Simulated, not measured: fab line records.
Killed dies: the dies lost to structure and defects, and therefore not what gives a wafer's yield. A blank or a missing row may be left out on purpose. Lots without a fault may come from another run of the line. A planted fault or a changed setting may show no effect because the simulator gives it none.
fab line records	flow sky130
record: lots: 11	wafers: 33	lastDay: 49
route steps=708 shown FIELD_ISO@1 VT_ADJUST_LVTN@100 POLY_GATE@229 LI_CONTACT@386
lots that met no fault: from a run of the same line without faults
startH: the number of hours between the record's first day and the start of the first shown wafer of the lot	waitH: hours since the lot's step before	" as in the row above	L1.1+2: several wafers, shown together as one row	- no value present, or no start provided	* or withheld: withheld	< > ~ a bound
route shown NAME@n: NAME is a module with steps in the file, n the number in the route of the first one	usual: mean/standard deviation taken from wafers without a fault	same: alike in all rows	chamber/n: place in a boat	sites: readings site by site	_std_site: the values' standard deviation	_edge_site: inner sites' mean taken away from outer sites' mean	radiusMm: how far each site lies from the wafer's centre	mask NAME#n: copy n	behind: the tool/chamber that last shaped the wafer	hold: what put the lot on hold/how long, in hours/how the hold closed	device: which transistor (n, p or np) failed to switch	end of line: at the end of the route, the tests of the same wafers	for a step that has no rows: nothing shown but its recipe	killed: at the first sort, the dies lost to defects and structure; wafer yield is something else	map: shows each die of a wafer: x if killed, . if not, _ if none is there
set.NAME: the run value of the setting; set.NAME@STEP: its run value at that earlier step	model.NAME: the simulator's own value behind a step, which no gauge read
a sample of lots followed through the steps of the route, with each step as a table and each wafer as a row
services: when a tool's chamber went out of use (startH, in hours from the record's first day, below 0 if earlier), for how many hours, and the reason
== steps ==
step: SKY_FIELD_ISO_BOW_MEAS_00
recipe: mode: bow
usual: INCOMING_BOW: 0/6.9
lot.wafer	tool	chamber	startH	waitH	INCOMING_BOW[um]
L535.1	filmMetro-02	-	10.00	-	-18
L535.3	"	-	"	"	-5
L535.5	"	-	"	"	-7
L536.2	filmMetro-01	-	15.02	-	-6
L536.3	"	-	"	"	5
L536.5	"	-	"	"	1
L538.1	filmMetro-02	-	25.00	-	-3
L538.4	"	-	"	"	-4
L538.6	"	-	"	"	-7
L540.2	filmMetro-02	-	35.02	-	-16
L540.4	"	-	"	"	1
L540.5	"	-	"	"	0
L543.1	filmMetro-02	-	50.00	-	8
L543.2	"	-	"	"	11
L543.5	"	-	"	"	0
L545.1	filmMetro-01	-	60.00	-	7
L545.2	"	-	"	"	-1
L545.5	"	-	"	"	-2
L547.2	filmMetro-02	-	70.02	-	-1
L547.3	"	-	"	"	-2
L547.5	"	-	"	"	-6
L551.3	filmMetro-04	-	90.04	-	2
L551.5	"	-	"	"	3
L551.6	"	-	"	"	-3
L552.3	filmMetro-02	-	95.04	-	10
L552.4	"	-	"	"	7
L552.6	"	-	"	"	1
L553.2	filmMetro-04	-	100.02	-	3
L553.3	"	-	"	"	1
L553.6	"	-	"	"	0
L556.1	filmMetro-02	-	115.00	-	-2
L556.3	"	-	"	"	-6
L556.5	"	-	"	"	-12
step: SKY_VT_ADJUST_LVTN_SOFTBAKE_03
recipe: tempC: 110	timeS: withheld
usual: heaterPowerTotalW: 65.31/0.14	plateTempC: 110.01/0.14
lot.wafer	tool	chamber	startH	waitH	heaterPowerTotalW	plateTempC
L535.1	lithoTrack-01	0	132.68	0.1	65.50	110.25
L535.3	"	0	"	"	65.42	110.07
L535.5	"	0	"	"	65.47	110.20
L536.2	lithoTrack-03	0	136.85	0.1	65.23	110.01
L536.3	"	0	"	"	65.39	110.08
L536.5	"	0	"	"	65.44	110.05
L538.1	lithoTrack-04	0	149.73	0.1	65.42	109.94
L538.4	"	0	"	"	65.25	109.94
L538.6	"	0	"	"	65.11	109.93
L540.2	lithoTrack-03	0	161.60	0.1	65.17	110.17
L540.4	"	0	"	"	65.40	110.21
L540.5	"	0	"	"	65.52	110.15
L543.1	lithoTrack-01	0	188.68	0.1	65.21	109.93
L543.2	"	0	"	"	65.10	110.00
L543.5	"	0	"	"	65.22	109.86
L545.1	lithoTrack-04	0	194.03	0.1	65.38	110.12
L545.2	"	0	"	"	65.46	110.11
L545.5	"	0	"	"	65.46	110.12
L547.2	lithoTrack-04	0	212.26	0.1	65.26	109.78
L547.3	"	0	"	"	65.55	109.74
L547.5	"	0	"	"	65.22	109.83
L551.3	lithoTrack-04	0	234.84	0.1	63.33	107.24
L551.5	"	0	"	"	63.28	107.02
L551.6	"	0	"	"	62.99	107.42
L552.3	lithoTrack-04	0	237.44	0.1	62.92	107.37
L552.4	"	0	"	"	63.14	107.23
L552.6	"	0	"	"	63.25	107.33
L553.2	lithoTrack-04	0	241.71	0.1	63.33	107.27
L553.3	"	0	"	"	63.32	107.18
L553.6	"	0	"	"	63.37	107.22
L556.1	lithoTrack-01	0	262.53	0.1	65.15	110.15
L556.3	"	0	"	"	65.14	110.07
L556.5	"	0	"	"	65.11	110.28
step: SKY_VT_ADJUST_LVTN_STRIP_09
recipe: chemistry: O2/N2	powerW: 1400	pressureMtorr: 1500	platenTempC: withheld	o2FlowSccm: 3000	n2FlowSccm: 300	overashFraction: 0.5
usual: drypumpMotorCurrentA: 5.7/0.71	oesProductAu: 0.722/0.0044	stripTimeToEndpointS: 36.91/0.1
lot.wafer	tool	chamber	startH	waitH	drypumpMotorCurrentA	oesProductAu	rfHoursCounterH	stripTimeToEndpointS
L535.1	plasmaAsher-02	1	143.15	0.1	5.2	0.717	47	36.98
L535.3	"	1	"	"	5.2	0.720	-	37.18
L535.5	"	1	"	"	5.2	0.715	-	37.22
L536.2	plasmaAsher-04	1	146.46	0.1	4.7	0.722	46	36.89
L536.3	"	1	"	"	4.7	0.716	-	36.93
L536.5	"	0	"	"	6.5	0.725	-	36.83
L538.1	plasmaAsher-01	1	160.31	0.1	5.5	0.717	2	36.86
L538.4	"	1	"	"	5.5	0.723	-	36.99
L538.6	"	1	"	"	5.5	0.720	-	37.05
L540.2	plasmaAsher-02	1	180.30	0.1	5.2	0.727	50	36.97
L540.4	"	1	"	"	5.1	0.729	-	36.88
L540.5	"	1	"	"	5.2	0.718	-	36.97
L543.1	plasmaAsher-04	0	200.55	0.1	6.5	0.718	51	36.73
L543.2	"	1	"	"	4.7	0.726	51	36.88
L543.5	"	0	"	"	6.5	0.720	-	36.75
L545.1	plasmaAsher-02	0	204.81	0.1	6.2	0.719	54	37.10
L545.2	"	1	"	"	5.2	0.711	54	37.05
L545.5	"	0	"	"	6.2	0.721	-	37.10
L547.2	plasmaAsher-02	0	223.96	0.1	6.2	0.724	56	36.73
L547.3	"	0	"	"	6.2	0.728	-	36.74
L547.5	"	0	"	"	6.2	0.714	-	36.80
L551.3	plasmaAsher-04	0	246.45	0.1	6.5	0.720	-	37.27
L551.5	"	1	"	"	4.7	0.727	-	37.25
L551.6	"	0	"	"	6.5	0.720	-	37.16
L552.3	plasmaAsher-04	0	248.80	0.1	6.5	0.728	-	37.16
L552.4	"	1	"	"	4.7	0.723	-	37.18
L552.6	"	1	"	"	4.7	0.728	-	37.24
L553.2	plasmaAsher-01	1	252.21	0.1	5.5	0.723	11	37.30
L553.3	"	1	"	"	5.4	0.723	-	37.26
L553.6	"	1	"	"	5.5	0.723	-	37.25
L556.1	plasmaAsher-04	1	273.76	0.1	4.7	0.717	59	36.83
L556.3	"	0	"	"	6.5	0.723	-	36.85
L556.5	"	0	"	"	6.5	0.724	-	36.79
step: SKY_POLY_GATE_ETCH_15
recipe: chemistry: N2/H2	target: BARC	ionEnergyEv: 200	sourceW: 500	biasW: 100	pressureMtorr: 30	n2FlowSccm: 100	h2FlowSccm: 200	stopOn: SiO2	timeS: 118.5	targetDepthA: 1100
usual: drypumpMotorCurrentA: 5.8/0.4	h2FlowSccm: 200.0/0.58	oesProductAu: 0.716/0.0043	throttleValvePct: 13.213/0.0082
same: timeS: 118.5
lot.wafer	tool	chamber	startH	waitH	drypumpMotorCurrentA	h2FlowSccm	oesProductAu	rfHoursCounterH	throttleValvePct
L535.1	rieDiel-02	1	369.08	0.0	5.7	199.6	0.718	11	13.221
L535.3	"	0	"	"	5.5	199.3	0.719	2	13.207
L535.5	"	0	"	"	5.4	199.0	0.714	-	13.223
L536.2	rieDiel-03	2	370.03	0.0	6.2	200.2	0.724	4	13.225
L536.3	"	1	"	"	6.3	200.6	0.726	31	13.214
L536.5	"	1	"	"	6.4	199.9	0.709	-	13.210
L538.1	rieDiel-04	0	388.88	0.0	5.3	199.7	0.715	13	13.224
L538.4	"	0	"	"	5.3	199.7	0.720	-	13.203
L538.6	"	1	"	"	5.6	200.4	0.714	-	13.210
L540.2	rieDiel-03	0	409.93	0.0	6.2	199.9	0.714	23	13.201
L540.4	"	3	"	"	6.0	200.5	0.721	40	13.212
L540.5	"	1	"	"	6.3	199.8	0.714	-	13.213
L543.1	rieDiel-04	1	454.42	0.0	5.6	201.8	0.720	7	13.222
L543.2	"	3	"	"	5.0	199.1	0.726	7	13.204
L543.5	"	0	"	"	5.3	199.2	0.713	-	13.205
L545.1	rieDiel-03	0	454.73	0.0	6.3	199.7	0.718	24	13.211
L545.2	"	3	"	"	6.0	198.9	0.719	41	13.215
L545.5	"	0	"	"	6.2	200.1	0.721	-	13.224
L547.2	rieDiel-04	1	472.72	0.0	5.6	199.6	0.713	8	13.215
L547.3	"	3	"	"	5.0	200.0	0.715	7	13.215
L547.5	"	1	"	"	5.6	199.5	0.717	-	13.211
L551.3	rieDiel-03	1	509.83	0.0	6.3	200.5	0.712	33	13.217
L551.5	"	3	"	"	6.0	199.7	0.715	-	13.213
L551.6	"	2	"	"	6.2	199.1	0.714	-	13.206
L553.2	rieDiel-02	3	519.87	0.0	6.0	199.5	0.711	64	13.224
L553.3	"	1	"	"	5.7	200.2	0.719	15	13.220
L553.6	"	0	"	"	5.5	200.2	0.715	-	13.208
L552.3	rieDiel-04	2	519.98	0.0	6.0	200.3	0.728	51	13.206
L552.4	"	1	"	"	5.6	199.8	0.718	9	13.220
L552.6	"	0	"	"	5.3	199.3	0.724	-	13.221
L556.1	rieDiel-04	1	546.32	0.0	5.6	201.0	0.713	9	13.219
L556.3	"	0	"	"	5.3	200.6	0.717	17	13.209
L556.5	"	2	"	"	6.0	199.7	0.715	-	13.225
step: SKY_LI_CONTACT_CMP_24
recipe: stopOn: PSG	tOverpolishS: 20	downForcePsi: 3.5	platenRpm: 60	targetThkNm: 0	padVelocityMS: 0.94248
usual: motorCurrentA: 11.5/1.6	overpolishRunS: 20.000/0.0094	slurryFilterDpKPa: 13.49/0.14	timeToEndpointS: 95/4.5
lot.wafer	tool	chamber	startH	waitH	motorCurrentA	overpolishRunS	slurryFilterDpKPa	timeToEndpointS
L535.1	cmp-02	0	674.59	0.1	9.9	19.992	13.34	89
L535.3	"	2	"	"	12.6	19.989	13.52	89
L535.5	"	0	"	"	10.6	19.994	13.56	88
L536.3	cmp-02	0	676.59	0.1	10.5	20.004	13.53	92
L536.2	"	2	"	"	12.1	20.015	13.59	95
L536.5	"	0	"	"	10.2	20.001	13.47	89
L538.4	cmp-02	2	694.10	0.1	12.7	20.004	13.49	94
L538.1	"	3	"	"	13.9	20.015	13.28	97
L538.6	"	0	"	"	10.3	19.992	13.62	90
L540.2	cmp-02	2	716.70	0.1	12.4	20.001	13.41	96
L540.4	"	0	"	"	9.9	20.002	13.52	96
L540.5	"	2	"	"	12.9	19.998	13.19	93
L543.1	cmp-02	3	764.46	0.1	14.2	19.993	13.41	97
L543.2	"	0	"	"	10.3	19.995	13.40	90
L543.5	"	3	"	"	13.9	20.006	13.44	99
L545.2	cmp-02	3	765.87	0.0	13.2	19.990	13.48	100
L545.1	"	0	"	"	10.0	20.003	13.63	93
L545.5	"	0	"	"	9.9	20.007	13.51	92
L547.3	cmp-02	3	770.08	0.1	14.0	20.004	13.62	93
L547.2	"	1	"	"	10.6	19.994	13.62	98
L547.5	"	2	"	"	13.0	20.010	13.42	89
L551.3	cmp-01	3	800.10	0.0	8.1	19.988	13.22	91
L551.5	"	3	"	"	9.1	19.997	13.74	95
L551.6	"	0	"	"	10.6	20.009	13.45	93
L553.2	cmp-01	2	810.88	0.1	12.6	20.001	13.67	97
L553.3	"	3	"	"	8.5	20.005	13.80	86
L553.6	"	0	"	"	10.8	20.007	13.37	92
L552.3	cmp-01	0	811.69	0.0	11.3	20.001	13.46	94
L552.4	"	2	"	"	12.6	20.000	13.57	100
L552.6	"	1	"	"	12.7	19.997	13.29	97
L556.3	cmp-02	0	831.20	0.0	9.9	19.994	13.59	91
L556.1	"	1	"	"	10.9	19.982	13.30	98
L556.5	"	0	"	"	10.2	20.002	13.62	87
== services ==
tool	chamber	startH	hours	kind
cmp-02	-	111.24	5.8	pm
rieDiel-04	3	124.96	1.5	repair
rieDiel-04	3	133.31	3.8	repair
cmp-02	-	135.52	1.9	repair
rieDiel-04	0	172.75	5.0	repair
cmp-02	-	207.14	0.9	repair
plasmaAsher-04	-	211.23	2.8	repair
cmp-02	-	280.28	1.4	repair
cmp-02	-	295.19	2.5	repair
cmp-02	-	330.14	3.4	repair
cmp-02	-	363.12	0.8	repair
cmp-02	-	402.85	8.6	repair
cmp-02	-	411.43	4.0	pm
cmp-02	-	464.30	6.2	pm
cmp-02	-	470.64	3.3	repair
cmp-02	-	480.24	6.7	pm
cmp-02	-	519.07	0.4	repair
cmp-02	-	531.31	1.9	repair
cmp-02	-	543.03	1.3	repair
cmp-02	-	602.72	1.2	repair
cmp-02	-	612.43	15.6	pm
cmp-02	-	751.43	4.0	pm
cmp-02	-	809.67	6.1	repair
cmp-02	-	821.56	0.5	repair
== key ==
firstSign: step: SKY_VT_ADJUST_LVTN_SOFTBAKE_03	reading: plateTempC	direction: down	sigmas: 20	usual: *	struck: *
effect: step: SKY_VT_ADJUST_LVTN_SOFTBAKE_03	reading: heaterPowerTotalW	direction: down	sigmas: 15	usual: *	struck: *
effect: step: SKY_VT_ADJUST_LVTN_STRIP_09	reading: stripTimeToEndpointS	direction: up	sigmas: 3.1	usual: *	struck: *
metAt SKY_VT_ADJUST_LVTN_SOFTBAKE_03
struckLots L551,L552,L553
testerLeftOut L551,L552,L553
notActingAt SKY_FIELD_ISO_BOW_MEAS_00,SKY_POLY_GATE_ETCH_15,SKY_LI_CONTACT_CMP_24
onsetBetween 212.26 234.84
fault: kind: processParameterDrift	tool: lithoTrack-04	chamber: -	onsetH: 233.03	steps: SKY_VT_ADJUST_LVTN_SOFTBAKE_03	channel: tempC	offset: *	shape: step	endH: 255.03	actsIn: *	stated: *
testerLeftOut: of these lots the tester's yield and bins aren't shown, on N5 and GAA mostly nor the transistor test; their killed dies are dies lost to structure and defects alone, not to doping, threshold or leakage, so they don't give the yield
